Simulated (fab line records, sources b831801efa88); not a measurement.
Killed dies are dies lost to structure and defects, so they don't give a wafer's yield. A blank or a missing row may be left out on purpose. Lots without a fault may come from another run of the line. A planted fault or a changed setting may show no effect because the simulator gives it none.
Which tool did it? + flow sky130 + Sampling: 11 lots, 33 wafers, 5 of 708 route steps

== WHAT THE GAUGES SHOWED, per wafer ==
SKY_METAL2_OVL_MEAS_16.
| lot  | measured     | on         | METAL2_OVL (nm) |
|------|--------------|------------|-----------------|
| L620 | day 36 11:56 | overlay-02 | 13 8 6          |
| L621 | day 36 17:59 | overlay-02 | 7 1 2           |
| L622 | day 36 19:49 | overlay-01 | 2 8 5           |
| L623 | day 37 01:16 | overlay-01 | 0 5 3           |
| L625 | day 37 15:23 | overlay-02 | 2 9 12          |
| L626 | day 38 12:47 | overlay-02 | -12 1 4         |
| L628 | day 38 19:09 | overlay-02 | -1 3 4          |
| L629 | day 39 01:21 | overlay-01 | -10 -5 -6       |
| L630 | day 39 20:24 | overlay-01 | -12 -4 -1       |
| L635 | day 40 16:05 | overlay-02 | 0 0 -6          |
| L637 | day 41 08:54 | overlay-01 | 13 9 10         |

SKY_CAPM_THK_MEAS_01.
| lot  | measured     | on            | CAPM_CVD_00_THK (nm) |
|------|--------------|---------------|----------------------|
| L620 | day 37 16:59 | film metro-03 | 15.56 15.46 15.86    |
| L621 | day 37 23:44 | film metro-01 | 15.39 15.67 15.55    |
| L622 | day 38 00:53 | film metro-03 | 15.09 15.32 15.38    |
| L623 | day 38 06:49 | film metro-03 | 15.57 15.81 15.63    |
| L625 | day 38 19:26 | film metro-02 | 15.60 15.73 15.91    |
| L626 | day 39 17:41 | film metro-03 | 15.26 15.22 15.47    |
| L628 | day 40 02:59 | film metro-01 | 15.22 15.28 15.43    |
| L629 | day 40 05:08 | film metro-02 | 15.37 15.38 15.55    |
| L630 | day 41 00:23 | film metro-02 | 15.39 15.60 15.58    |
| L635 | day 41 18:55 | film metro-02 | 15.47 18.41 15.63    |
| L637 | day 42 10:42 | film metro-03 | 15.72 15.72 15.82    |

SKY_CAPM_OVL_MEAS_12.
| lot  | measured     | on         | CAPM_OVL (nm)  |
|------|--------------|------------|----------------|
| L620 | day 38 18:40 | overlay-01 | -2.1 -1.8 -1.7 |
| L621 | day 39 01:01 | overlay-02 | -4.0 -2.7 -4.0 |
| L622 | day 39 01:40 | overlay-02 | 0.8 0.6 1.1    |
| L623 | day 39 08:08 | overlay-02 | -0.6 1.5 0.6   |
| L625 | day 39 20:34 | overlay-02 | 0.8 0.6 0.5    |
| L626 | day 40 18:38 | overlay-02 | 1.7 0.1 2.1    |
| L628 | day 41 03:26 | overlay-02 | -1.1 -0.9 -0.7 |
| L629 | day 41 05:40 | overlay-01 | 0.8 1.5 2.1    |
| L630 | day 42 00:17 | overlay-01 | -1.1 -0.1 -1.1 |
| L635 | day 42 19:25 | overlay-02 | 0.8 0.9 -0.9   |
| L637 | day 43 10:13 | overlay-02 | 1.1 1.1 1.3    |

== EACH LOT AND THE TOOL THAT RAN IT (in order: tool; ch and the chambers of the sampled wafers; start) ==
| lot  | SKY_METAL3_SPUTTER_00        | SKY_CAPM_CVD_00                 |
|------|------------------------------|---------------------------------|
| L620 | pvd sputter-02, day 37 16:48 | pecvd-03 ch 1,2, day 37 16:58   |
| L621 | pvd sputter-01, day 37 23:33 | pecvd-02 ch 0,1, day 37 23:42   |
| L622 | pvd sputter-04, day 38 00:43 | pecvd-03 ch 0,2, day 38 00:52   |
| L623 | pvd sputter-04, day 38 06:37 | pecvd-01 ch 0,1, day 38 06:46   |
| L625 | pvd sputter-04, day 38 19:16 | pecvd-01 ch 0,2, day 38 19:25   |
| L626 | pvd sputter-02, day 39 17:30 | pecvd-02 ch 0,2, day 39 17:39   |
| L628 | pvd sputter-02, day 39 22:57 | pecvd-02 ch 0,1,2, day 40 02:57 |
| L629 | pvd sputter-01, day 40 04:57 | pecvd-02 ch 0,1, day 40 05:07   |
| L630 | pvd sputter-02, day 41 00:11 | pecvd-02 ch 0,2, day 41 00:20   |
| L635 | pvd sputter-01, day 41 18:44 | pecvd-02 ch 0,2, day 41 18:53   |
| L637 | pvd sputter-02, day 42 10:31 | pecvd-01 ch 0,1,2, day 42 10:40 |
- SKY_METAL3_SPUTTER_00: material Ti, target thk 15 nm, time 10 s.
- SKY_CAPM_CVD_00: deposits SiO2, target thk 15.5 nm.

== WHAT THE TOOLS THEMSELVES READ (means of the sampled wafers that have a number; where no wafer has one, the mark that the record gives instead) ==
SKY_METAL3_SPUTTER_00.
| lot  | tool           | throttle valve pct (%) |
|------|----------------|------------------------|
| L620 | pvd sputter-02 | 30.0                   |
| L621 | pvd sputter-01 | 29.5                   |
| L622 | pvd sputter-04 | 31.2                   |
| L623 | pvd sputter-04 | 30.8                   |
| L625 | pvd sputter-04 | 29.2                   |
| L626 | pvd sputter-02 | 30.3                   |
| L628 | pvd sputter-02 | 30.6                   |
| L629 | pvd sputter-01 | 30.3                   |
| L630 | pvd sputter-02 | 29.8                   |
| L635 | pvd sputter-01 | 30.4                   |
| L637 | pvd sputter-02 | 30.2                   |

SKY_CAPM_CVD_00.
| lot  | tool     | heater power w (W) | susceptor temp C (C) |
|------|----------|--------------------|----------------------|
| L620 | pecvd-03 | 814                | 399.96               |
| L621 | pecvd-02 | 663                | 400.14               |
| L622 | pecvd-03 | 885                | 399.94               |
| L623 | pecvd-01 | 607                | 399.98               |
| L625 | pecvd-01 | 711                | 399.90               |
| L626 | pecvd-02 | 645                | 400.01               |
| L628 | pecvd-02 | 673                | 400.28               |
| L629 | pecvd-02 | 680                | 399.97               |
| L630 | pecvd-02 | 641                | 399.98               |
| L635 | pecvd-02 | 674                | 399.79               |
| L637 | pecvd-01 | 656                | 400.11               |

== THE ANSWER, worked out from the rows above alone ==
Rule: usual is defined by the lots themselves. Put in order of their means at a reading, lots are off if they are a third of the lots or fewer, leave a main group of 4 or more, and stand apart from it by a gap of 3 or more times the standard deviation of the main group's means; of several such gaps the widest counts. A main group whose means are all the same, to the digits that the tables above print for the reading, isn't used. A lot without any number at a reading at which 4 lots or more have one is off too. Any other lot the step has rows for is counted as sound. First the gauges in route order, then the tools' own readings, where a lot's mean is used as printed above. The first step at which some lot is off is used, and at that step the reading that is off furthest; a lot without a number counts as furthest.
Off: at SKY_CAPM_THK_MEAS_01 (CAPM_CVD_00_THK), L635. The main group has a mean of 15.52 nm with a standard deviation of 0.17.
If a tool, at a process step before that reading, ran all the lots that are off and no sound lot after the first of them, it fits. The gauges at SKY_CAPM_THK_MEAS_01 are tried like those tools. Can't be told from this: 3 tools fit, pvd sputter-01 at SKY_METAL3_SPUTTER_00, pecvd-02 at SKY_CAPM_CVD_00, film metro-02 at SKY_CAPM_THK_MEAS_01.

== WHAT THE SIMULATOR HAD INSERTED ==
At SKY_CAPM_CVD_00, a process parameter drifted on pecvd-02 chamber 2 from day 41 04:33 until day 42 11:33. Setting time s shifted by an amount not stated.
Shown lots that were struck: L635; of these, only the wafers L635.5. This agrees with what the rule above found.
